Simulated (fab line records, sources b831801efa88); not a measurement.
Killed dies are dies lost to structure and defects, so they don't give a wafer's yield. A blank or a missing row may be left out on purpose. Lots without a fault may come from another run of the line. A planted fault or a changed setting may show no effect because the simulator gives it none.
One fault seen from 2 desks | flow sfq_line | each desk has only its own numbers; what lay behind them comes last

THE METROLOGY DESK
What the gauges read, lot by lot, whatever tool the lot ran on: means of the sampled wafers that have a number. A lot is out of limits, marked OUT, if its mean lies more than 4 standard deviations from the usual mean; the brackets give that distance.
Columns: A = I3_BOW at SFQ_I3_BOW_MEAS_922, usual 2 um; B = I3_OVL at SFQ_I3_OVL_MEAS_923, usual 1 nm
lot  | first seen here | A  | B
L944 | day 43 17:32    | 1  | 2
L951 | day 48 23:31    | 5  | 3
L954 | day 49 08:34    | -1 | -6
L955 | day 49 11:34    | 4  | -6
L967 | day 52 10:08    | 9  | -3
This desk's finding: nothing out of limits on any of the 5 lots.

THE TOOL OWNER'S DESK: rie_diel-01
The tool's own readings at SFQ_TRILAYER_I3_VIA_BARC_OPEN_VIA_ETCH_121 (etches BARC in O2, target depth 125 nm, time 41.7 s): means of the sampled wafers that have a number, for each lot that ran on this tool. A lot is out of limits, marked OUT, if its mean lies more than 4 standard deviations from the usual mean; the brackets give that distance.
Columns: A = drypump_motor_current_A at SFQ_TRILAYER_I3_VIA_BARC_OPEN_VIA_ETCH_121, usual 5.4 A; B = oes_product_au at SFQ_TRILAYER_I3_VIA_BARC_OPEN_VIA_ETCH_121, usual 0.685 a.u.; C = rf_fwd_power_W at SFQ_TRILAYER_I3_VIA_BARC_OPEN_VIA_ETCH_121, usual 494.4 W
lot  | first seen here | A   | B     | C
L951 | day 53 23:41    | 5.6 | 0.684 | 491.2
L954 | day 54 08:05    | 6.1 | 0.685 | 467.3 (-14) OUT
This desk's finding: out of limits on L954; first on L954, day 54 08:05 (rf_fwd_power_W at SFQ_TRILAYER_I3_VIA_BARC_OPEN_VIA_ETCH_121). In limits: L951.

PUT TOGETHER
The tool owner's desk could have raised an alarm at day 54 08:05, on L954.
The metrology desk saw nothing out of limits.
The metrology desk has L954 on record, within its limits.
Of the lots named, all ran SFQ_TRILAYER_I3_VIA_BARC_OPEN_VIA_ETCH_121 on rie_diel-01.

WHAT THE SIMULATOR HAD PUT IN
Process parameter drift: rie_diel-01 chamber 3, from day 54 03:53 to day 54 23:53, at SFQ_TRILAYER_I3_VIA_BARC_OPEN_VIA_ETCH_121. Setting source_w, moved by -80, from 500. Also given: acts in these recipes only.
Lots struck among those shown: L954.
Hours from the fault's start to each desk's first reading out of limits: the tool owner's desk, 4.
